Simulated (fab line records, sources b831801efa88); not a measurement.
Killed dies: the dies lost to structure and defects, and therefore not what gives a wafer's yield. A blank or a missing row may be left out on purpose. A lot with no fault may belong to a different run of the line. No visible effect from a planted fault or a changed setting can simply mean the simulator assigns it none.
fab line records	flow sky130
record: lots: 11	wafers: 33	last_day: 50
route steps=708 shown METAL3@534 VIA3@574 METAL4@600 PAD_OPEN@708
lots with no fault: from the same line, run without faults
start_h: hours from the record's first day to the start of the lot's first wafer shown	wait_h: time in hours since the lot's previous step	" unchanged from the row above	L1.1+2: a row that stands for several wafers	- either no value or no given start	* or withheld: withheld	< > ~ a bound
route shown NAME@n: NAME is a module with steps in the file, n the number in the route of the first one	usual: mean/standard deviation taken from wafers without a fault	same: alike in all rows	chamber/n: place in a boat	sites: the reading at each site	_std_site: standard deviation of those values	_edge_site: inner sites' mean taken away from outer sites' mean	radius_mm: how far each site lies from the wafer's centre	mask NAME#n: copy n	behind: the most recent tool/chamber to have shaped the wafer	hold: reason for holding the lot/hours on hold/outcome of the hold	device: transistor that didn't switch, given as n, p or np	end of line: at the end of the route, the tests of the same wafers	a step with no rows: only its recipe	killed: the dies lost at the first sort to structure and to defects; this is not the yield of the wafer	map: a wafer's dies, x killed, . not, _ none there
set.NAME: the setting as run; set.NAME@STEP: as run at that earlier step	model.NAME: the simulator's own value behind a step, which no gauge read
steps of the route over a sample of lots; a table a step, a row a wafer
services: the hour from which a tool's chamber was out of use, counted from the record's first day as start_h (under 0 if before that day), plus the number of hours and why
== steps ==
step: SKY_METAL3_SPUTTER_02
recipe: material: AlCu	target_thk_nm: 735	power_w: 10600	time_s: 39.1	chamber_pressure_pa: 0.4
usual: throttle_valve_pct: 30.4/0.9
lot.wafer	tool	chamber	start_h	wait_h	throttle_valve_pct
L599.1	pvd_sputter-02	-	880.85	0.0	30.0
L599.2	"	-	"	"	30.6
L599.6	"	-	"	"	29.8
L602.3	pvd_sputter-04	-	894.66	0.0	31.5
L602.4	"	-	"	"	30.7
L602.6	"	-	"	"	31.0
L606.1	pvd_sputter-04	-	928.19	0.0	31.3
L606.2	"	-	"	"	28.3
L606.6	"	-	"	"	31.0
L607.3	pvd_sputter-02	-	938.84	0.0	31.2
L607.5	"	-	"	"	29.4
L607.6	"	-	"	"	31.2
L608.2	pvd_sputter-01	-	941.00	0.0	31.3
L608.4	"	-	"	"	29.9
L608.5	"	-	"	"	30.0
L609.3	pvd_sputter-02	-	960.23	0.0	29.6
L609.4	"	-	"	"	29.9
L609.6	"	-	"	"	29.6
L610.2	pvd_sputter-02	-	961.73	0.0	31.3
L610.3	"	-	"	"	29.7
L610.6	"	-	"	"	29.5
L611.1	pvd_sputter-02	-	963.21	0.0	29.8
L611.2	"	-	"	"	31.4
L611.5	"	-	"	"	31.4
L612.1	pvd_sputter-02	-	965.68	0.0	30.6
L612.4	"	-	"	"	29.8
L612.6	"	-	"	"	31.0
L613.4	pvd_sputter-02	-	977.59	0.0	29.8
L613.5	"	-	"	"	29.6
L613.6	"	-	"	"	31.1
L620.1	pvd_sputter-02	-	1019.95	0.0	30.0
L620.4	"	-	"	"	30.6
L620.5	"	-	"	"	30.0
step: SKY_VIA3_THK_MEAS_01
recipe: reads: SiO2_of_VIA3_HDPCVD_00
usual: VIA3_HDPCVD_THK: 1633/16
lot.wafer	tool	chamber	start_h	wait_h	VIA3_HDPCVD_THK[nm]
L599.1	film_metro-03	-	932.87	0.1	1650
L599.2	"	-	"	"	1636
L599.6	"	-	"	"	1644
L602.3	film_metro-01	-	946.98	0.1	1617
L602.4	"	-	"	"	1609
L602.6	"	-	"	"	1624
L606.1	film_metro-03	-	977.87	0.1	1648
L606.2	"	-	"	"	1644
L606.6	"	-	"	"	1623
L607.3	film_metro-04	-	988.51	0.1	1611
L607.5	"	-	"	"	1611
L607.6	"	-	"	"	1624
L608.2	film_metro-04	-	991.23	0.1	1633
L608.4	"	-	"	"	1636
L608.5	"	-	"	"	1624
L609.3	film_metro-04	-	1009.29	0.1	1643
L609.4	"	-	"	"	1633
L609.6	"	-	"	"	1642
L610.2	film_metro-03	-	1010.92	0.1	1660
L610.3	"	-	"	"	1642
L610.6	"	-	"	"	1655
L611.1	film_metro-04	-	1012.15	0.2	1616
L611.2	"	-	"	"	1611
L611.5	"	-	"	"	1616
L612.1	film_metro-03	-	1015.12	0.2	1637
L612.4	"	-	"	"	1655
L612.6	"	-	"	"	1652
L613.4	film_metro-04	-	1026.97	0.0	1639
L613.5	"	-	"	"	1637
L613.6	"	-	"	"	1635
L620.1	film_metro-01	-	1066.00	0.2	1609
L620.4	"	-	"	"	1616
L620.5	"	-	"	"	1618
step: SKY_VIA3_BOW_MEAS_03
recipe: mode: bow
usual: VIA3_BOW: 79/8
lot.wafer	tool	chamber	start_h	wait_h	VIA3_BOW[um]
L599.1	film_metro-04	-	933.23	0.2	93
L599.2	"	-	"	"	93
L599.6	"	-	"	"	90
L602.3	film_metro-03	-	947.36	0.2	89
L602.4	"	-	"	"	94
L602.6	"	-	"	"	78
L606.1	film_metro-01	-	978.23	0.2	88
L606.2	"	-	"	"	85
L606.6	"	-	"	"	76
L607.3	film_metro-01	-	988.92	0.3	80
L607.5	"	-	"	"	73
L607.6	"	-	"	"	74
L608.2	film_metro-04	-	991.60	0.2	80
L608.4	"	-	"	"	77
L608.5	"	-	"	"	89
L609.3	film_metro-04	-	1009.80	0.1	73
L609.4	"	-	"	"	88
L609.6	"	-	"	"	75
L610.2	film_metro-03	-	1011.29	0.3	75
L610.3	"	-	"	"	74
L610.6	"	-	"	"	67
L611.1	film_metro-03	-	1012.51	0.2	79
L611.2	"	-	"	"	74
L611.5	"	-	"	"	73
L612.1	film_metro-04	-	1015.56	0.1	69
L612.4	"	-	"	"	63
L612.6	"	-	"	"	71
L613.4	film_metro-03	-	1027.36	0.2	89
L613.5	"	-	"	"	68
L613.6	"	-	"	"	86
L620.1	film_metro-03	-	1066.36	0.2	74
L620.4	"	-	"	"	68
L620.5	"	-	"	"	73
step: SKY_METAL4_SPUTTER_02
recipe: material: AlCu	target_thk_nm: 735	power_w: 10600	time_s: 39.1	chamber_pressure_pa: 0.4
usual: throttle_valve_pct: 30.0/1.6
lot.wafer	tool	chamber	start_h	wait_h	throttle_valve_pct
L599.1	pvd_sputter-03	-	960.19	0.0	27.6
L599.2	"	-	"	"	31.7
L599.6	"	-	"	"	32.1
L602.3	pvd_sputter-04	-	972.83	0.0	31.5
L602.4	"	-	"	"	31.0
L602.6	"	-	"	"	31.6
L606.1	pvd_sputter-04	-	1003.65	0.0	28.3
L606.2	"	-	"	"	30.9
L606.6	"	-	"	"	31.3
L607.3	pvd_sputter-04	-	1014.41	0.0	31.4
L607.5	"	-	"	"	31.8
L607.6	"	-	"	"	28.3
L608.2	pvd_sputter-04	-	1016.21	0.0	31.5
L608.4	"	-	"	"	28.2
L608.5	"	-	"	"	31.5
L609.3	pvd_sputter-04	-	1034.56	0.0	28.2
L609.4	"	-	"	"	31.0
L609.6	"	-	"	"	28.2
L610.2	pvd_sputter-01	-	1036.31	0.0	30.2
L610.3	"	-	"	"	29.5
L610.6	"	-	"	"	31.7
L611.1	pvd_sputter-01	-	1037.33	0.0	29.4
L611.2	"	-	"	"	31.1
L611.5	"	-	"	"	30.0
L612.1	pvd_sputter-01	-	1040.08	0.0	29.4
L612.4	"	-	"	"	31.6
L612.6	"	-	"	"	29.6
L613.4	pvd_sputter-04	-	1051.27	0.0	30.4
L613.5	"	-	"	"	30.7
L613.6	"	-	"	"	31.3
L620.1	pvd_sputter-01	-	1089.46	0.0	31.5
L620.4	"	-	"	"	30.0
L620.5	"	-	"	"	31.6
step: SKY_METAL4_METAL_ETCH_18
recipe: target_depth_a: 8450	stop_on: SiO2	over_etch_frac: 0.3	time_s: 183.1	chemistry: Cl2/BCl3	resist_sidewall_deg: 88	pressure_mtorr: 10	icp_w: 865.3	bias_w: 48.5	Cl2_flow_sccm: 60	bcl3_flow_sccm: 30
usual: drypump_motor_current_A: 5.9/0.41	oes_product_au: 0.868/0.0057	throttle_valve_pct: 22.264/0.0097
lot.wafer	tool	chamber	start_h	wait_h	drypump_motor_current_A	oes_product_au	rf_hours_counter_h	throttle_valve_pct
L599.1	rie_metal-01	1	1008.38	0.0	5.4	0.872	8	22.262
L599.2	"	0	"	"	6.4	0.871	15	22.270
L599.6	"	0	"	"	6.4	0.881	-	22.258
L602.3	rie_metal-01	1	1021.09	0.1	5.4	0.866	-	22.259
L602.4	"	0	"	"	6.4	0.868	-	22.273
L602.6	"	0	"	"	6.4	0.878	-	22.255
L606.1	rie_metal-01	1	1048.68	0.0	5.4	0.868	10	22.282
L606.2	"	0	"	"	6.3	0.860	17	22.257
L606.6	"	0	"	"	6.4	0.863	-	22.256
L607.3	rie_metal-02	1	1059.64	0.1	5.6	0.864	-	22.278
L607.5	"	0	"	"	6.2	0.863	-	22.263
L607.6	"	1	"	"	5.6	0.857	-	22.275
L608.2	rie_metal-02	0	1062.57	0.0	6.2	0.867	15	22.266
L608.4	"	0	"	"	6.2	0.874	-	22.259
L608.5	"	1	"	"	5.6	0.870	-	22.249
L609.3	rie_metal-01	0	1079.99	0.1	6.4	0.862	-	22.281
L609.4	"	1	"	"	5.3	0.869	-	22.278
L609.6	"	0	"	"	6.4	0.875	-	22.276
L610.2	rie_metal-02	0	1080.93	0.0	6.2	0.870	17	22.259
L610.3	"	1	"	"	5.6	0.868	-	22.260
L610.6	"	1	"	"	5.6	0.878	-	22.262
L611.1	rie_metal-02	0	1081.98	0.0	6.2	0.873	17	22.266
L611.2	"	1	"	"	5.5	0.865	15	22.275
L611.5	"	1	"	"	5.6	0.870	-	22.271
L612.1	rie_metal-04	1	1086.32	0.0	5.8	0.853	23	22.262
L612.4	"	1	"	"	5.8	0.765	-	22.268
L612.6	"	1	"	"	5.8	0.860	-	22.273
L613.4	rie_metal-02	0	1095.64	0.1	6.2	0.871	-	22.269
L613.5	"	1	"	"	5.7	0.865	-	22.275
L613.6	"	0	"	"	6.2	0.869	-	22.263
L620.1	rie_metal-02	0	1131.73	0.0	6.2	0.756	22	22.263
L620.4	"	1	"	"	5.6	0.862	-	22.260
L620.5	"	0	"	"	6.2	0.771	-	22.270
step: SKY_PAD_OPEN_PROBE_99
usual: defect_limited_yield: 82.6/1.7	killed_at_M0_to_M3: 43/6.5	killed_at_M4_up: 3.2/1.9	killed_at_contacts: 25/5.5	killed_at_front_end: 14/4.2	killed_at_other: 0.2/0.44	killed_dies: 85/8.5	killed_open: 47/7	killed_short: 39/6.3	sort_bin_3_pad_short: 0.9/0.46	sort_bin_5_function: 10.3/1.4	sort_bin_6_memory: 6.2/1.2	sort_n_pass: 407/8.5	sort_yield_pct: 82.6/1.7
same: gross_dies: 492	killed_at_back_side: 0	sort_bin_4_leakage[%]: 0	sort_bin_8_speed[%]: 0
lot.wafer	tool	chamber	start_h	wait_h	defect_limited_yield[%]	killed_at_M0_to_M3	killed_at_M4_up	killed_at_contacts	killed_at_front_end	killed_at_other	killed_dies	killed_open	killed_short	sort_bin_3_pad_short[%]	sort_bin_5_function[%]	sort_bin_6_memory[%]	sort_n_pass	sort_yield_pct[%]
L612.4	prober-01	-	1171.60	0.2	86.4	33	5	16	12	1	67	34	32	0.8	8.3	4.5	425	86.4
L620.1	prober-01	-	1206.24	0.1	81.1	54	5	24	10	0	93	53	39	1.8	12.6	4.5	399	81.1
L620.5	prober-01	-	1206.44	0.2	80.7	44	9	28	14	0	95	52	39	2.4	9.8	7.1	397	80.7
killed by level:class
L612.4 METAL2:geometric_particle:short=6 VIA1:geometric_particle:open=6 LOCAL_INTERCONNECT:geometric_particle:short=5 CONTACT:geometric_particle:open=5 METAL3:geometric_particle:short=5 FIELD_ISO:geometric_particle:open=4 FIELD_ISO:geometric_particle:short=3 POLY_GATE:geometric_particle:open=3
L620.1 VIA3:geometric_particle:open=11 CONTACT:geometric_particle:open=10 VIA1:geometric_particle:open=8 VIA2:geometric_particle:open=6 METAL1:geometric_particle:short=6 LI_CONTACT:geometric_particle:open=5 METAL1:geometric_particle:open=5 VIA2:geometric_particle:short=5
L620.5 VIA3:geometric_particle:open=12 CONTACT:geometric_particle:open=8 LI_CONTACT:geometric_particle:open=8 METAL2:geometric_particle:short=7 LOCAL_INTERCONNECT:geometric_particle:short=6 POLY_GATE:geometric_particle:open=4 METAL1:geometric_particle:open=4 CONTACT:geometric_particle:short=4
== services ==
tool	chamber	start_h	hours	kind
pvd_sputter-04	0	866.19	-	consumable_replace:kit
pvd_sputter-04	0	866.19	18.0	scheduled_down
pvd_sputter-04	0	866.19	18.0	vent_cycle
pvd_sputter-04	-	873.00	7.7	repair
rie_metal-01	-	875.60	3.3	repair
pvd_sputter-01	0	958.21	-	consumable_replace:kit
pvd_sputter-01	0	958.21	18.0	scheduled_down
pvd_sputter-01	0	958.21	18.0	vent_cycle
rie_metal-04	-	960.24	2.8	pm
rie_metal-01	0	994.28	6.7	repair
pvd_sputter-02	0	1008.38	-	consumable_replace:kit
pvd_sputter-02	0	1008.38	18.0	scheduled_down
pvd_sputter-02	0	1008.38	18.0	vent_cycle
pvd_sputter-03	-	1025.08	1.1	repair
pvd_sputter-04	3	1055.75	-	consumable_replace:kit
pvd_sputter-04	3	1055.75	18.0	scheduled_down
pvd_sputter-04	3	1055.75	18.0	vent_cycle
pvd_sputter-01	3	1083.39	-	consumable_replace:kit
pvd_sputter-03	-	1108.24	7.5	repair
pvd_sputter-02	3	1110.63	-	consumable_replace:kit
pvd_sputter-02	3	1110.63	18.0	scheduled_down
pvd_sputter-02	3	1110.63	18.0	vent_cycle
pvd_sputter-01	-	1111.41	2.5	repair
pvd_sputter-01	-	1111.76	4.6	repair
== key ==
first_sign: step: SKY_METAL4_METAL_ETCH_18	reading: oes_product_au	direction: down	sigmas: 18	usual: 0.868	struck: 0.764
effect none on later readings
met_at SKY_METAL4_SPUTTER_02
struck_lots L612,L620
struck_wafers L612.4,L620.1,L620.5
not_acting_at SKY_METAL3_SPUTTER_02,SKY_VIA3_THK_MEAS_01,SKY_VIA3_BOW_MEAS_03
onset_between 1037.33 1040.08
fault: kind: site_profile_drift	tool: pvd_sputter-01	chamber: -	onset_h: 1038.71	steps: SKY_METAL4_SPUTTER_02	basis: fraction	max_abs_drift: 0.50865	slope_share_per_hr: 113.03	site_pattern: 0,0,0,0,0,-1,-1,-1,-1	scope: struck_wafers_only
